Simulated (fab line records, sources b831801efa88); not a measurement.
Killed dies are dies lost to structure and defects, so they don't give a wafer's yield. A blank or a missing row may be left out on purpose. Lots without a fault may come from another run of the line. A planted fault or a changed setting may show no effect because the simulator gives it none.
A struck lot beside a sound one | flow sky130 | 16 steps out of a route of 708
Sound: wafers L111.1, L111.2, L111.4. Struck: wafers L119.1, L119.2, L119.6. The cause comes at the end.
At each step with rows: each side's tool, then ch and its chambers, then its first start. Under that, the readings that differ: sound wafers | struck wafers | difference of the means | sigmas: that difference in standard deviations of wafers without a fault.
alike: readings whose means differ by less than 2 such deviations, and words and numbers that are the same on both sides. not compared: withheld readings, readings that some wafer has no value for, bounds like >300 that may hide the same value, and numbers for which the record gives no deviation and whose values overlap.
The two part at a step that has a row with sigmas, a row that says differs or no value, or rows on one side only. Numbers that don't overlap but have no deviation are shown without sigmas and don't part them. A reading that every wafer of one side lacks parts them only if that side has two wafers or more.

SKY_NWELL_RS_MEAS_29: measures by four-point-probe.
  sound on film_metro-02, day 6 22:23; struck on film_metro-04, day 8 19:02
  alike: NWELL_RS
SKY_NWELL_RS_MEAS_31: measures by four-point-probe.
  sound on film_metro-02, day 6 22:37; struck on film_metro-04, day 8 19:16
  alike: PWDE_RS
then, 7 steps without rows for these wafers: SKY_VT_ADJUST_HVTP_DEHYDRATE_00 (time 60 s); SKY_VT_ADJUST_HVTP_HMDS_01 (prime time 60 s); SKY_VT_ADJUST_HVTP_COAT_02 (resist thk 1140 nm); SKY_VT_ADJUST_HVTP_SOFTBAKE_03 (time 60 s); SKY_VT_ADJUST_HVTP_EXPOSE_04 (exposes mask HVTPM, target cd 380 nm); SKY_VT_ADJUST_HVTP_PEB_05; SKY_VT_ADJUST_HVTP_DEVELOP_06 (develop time 60 s).
SKY_VT_ADJUST_HVTP_CD_MEAS_07: target cd 380 nm.
  sound on cd_sem-01, day 7 17:59; struck on cd_sem-01, day 9 15:50
  alike: cd_nm
SKY_VT_ADJUST_HVTP_OVL_MEAS_08:
  sound on overlay-02, day 7 18:07; struck on overlay-01, day 9 15:58
  reading                 | sound          | struck      | difference | sigmas
  VT_ADJUST_HVTP_OVL (nm) | -1.8 -2.1 -1.9 | 0.3 1.4 0.4 | +2.6       | +2
SKY_VT_ADJUST_HVTP_IMPLANT_09:
  sound on implanter-02 ch 0, day 7 18:09; struck on implanter-02 ch 0, day 9 16:00
  reading                   | sound                | struck               | difference | sigmas
  beam_energy_keV           | 150.00 149.94 150.03 | 138.35 138.32 138.27 | -11.68     | -99 or more
  model.implant.rp_nm (nm)  | 83.91 83.91 83.91    | 75.19 75.19 75.19    | -8.72      |
  model.implant.drp_nm (nm) | 33.4 33.4 33.4       | 31.32 31.32 31.32    | -2.08      |
SKY_VT_ADJUST_HVTP_STRIP_10: strips in O2/N2.
  sound on plasma_asher-04 ch 0,1, day 7 18:18; struck on plasma_asher-03 ch 0,1, day 9 16:09
  alike: drypump_motor_current_A, oes_product_au, strip_time_to_endpoint_s
  not compared: rf_hours_counter_h
SKY_VT_ADJUST_HVTP_TW_MEAS_11:
  sound on film_metro-02, day 7 18:24; struck on film_metro-03, day 9 16:15
  reading           | sound          | struck         | difference | sigmas
  VT_ADJUST_HVTP_TW | 1359 1354 1353 | 1335 1331 1338 | -21        | -3
then, 1 step without rows for these wafers: SKY_VT_ADJUST_LVTN_DEHYDRATE_00 (time 60 s).
-- the record jumps here: 39 days lie between the struck wafers' starts before and after (it left off in module VT_ADJUST_LVTN and takes up again in module PAD_OPEN, whose first step shown is number 708 of the route) --
SKY_PAD_OPEN_PROBE_99:
  sound on prober-02, day 47 11:59; struck on prober-01, day 49 02:04
  reading                                  | sound               | struck               | difference | sigmas
  model.etest.tip_p.rs_ohm_sq              | 6876 6960 6964      | 7098 7148 7180       | +209       |
  model.etest.pfet_01v8.r_on_ohm_um        | 2904 2881 2859      | 2964 3082 3052       | +151       |
  model.etest.pfet_01v8.drive_ua_um        | 190.7 192.9 195.1   | 185.1 177.1 178.9    | -12.5      |
  model.etest.pfet_01v8_mvt.drive_ua_um    | 149.9 153.6 152.9   | 142.5 139.4 140.6    | -11.3      |
  model.etest.pfet_01v8_hvt.drive_ua_um    | 142.8 145.4 146.2   | 138.7 132.6 132.5    | -10.2      |
  model.etest.sram_pfet_latch.drive_ua_um  | 144.8 149.6 147.6   | 138.3 131 135.2      | -12.5      |
  model.etest.pfet_01v8_mvt.off_log10_a_um | -10.76 -10.59 -10.5 | -12.08 -12.11 -12.22 | -1.52      |
  model.etest.pfet_01v8.off_log10_a_um     | -9.92 -9.766 -9.401 | -10.62 -11.45 -11.27 | -1.42      |
  alike: killed_at_M0_to_M3, killed_at_M4_up, killed_at_contacts, killed_at_front_end, killed_at_other, killed_dies, killed_open, killed_short

WHERE THEY PART
First at SKY_VT_ADJUST_HVTP_OVL_MEAS_08; last, within this record, at SKY_VT_ADJUST_HVTP_TW_MEAS_11. Later steps at which nothing parts them and some readings are alike: SKY_PAD_OPEN_PROBE_99.

WHY: what the simulator had put in
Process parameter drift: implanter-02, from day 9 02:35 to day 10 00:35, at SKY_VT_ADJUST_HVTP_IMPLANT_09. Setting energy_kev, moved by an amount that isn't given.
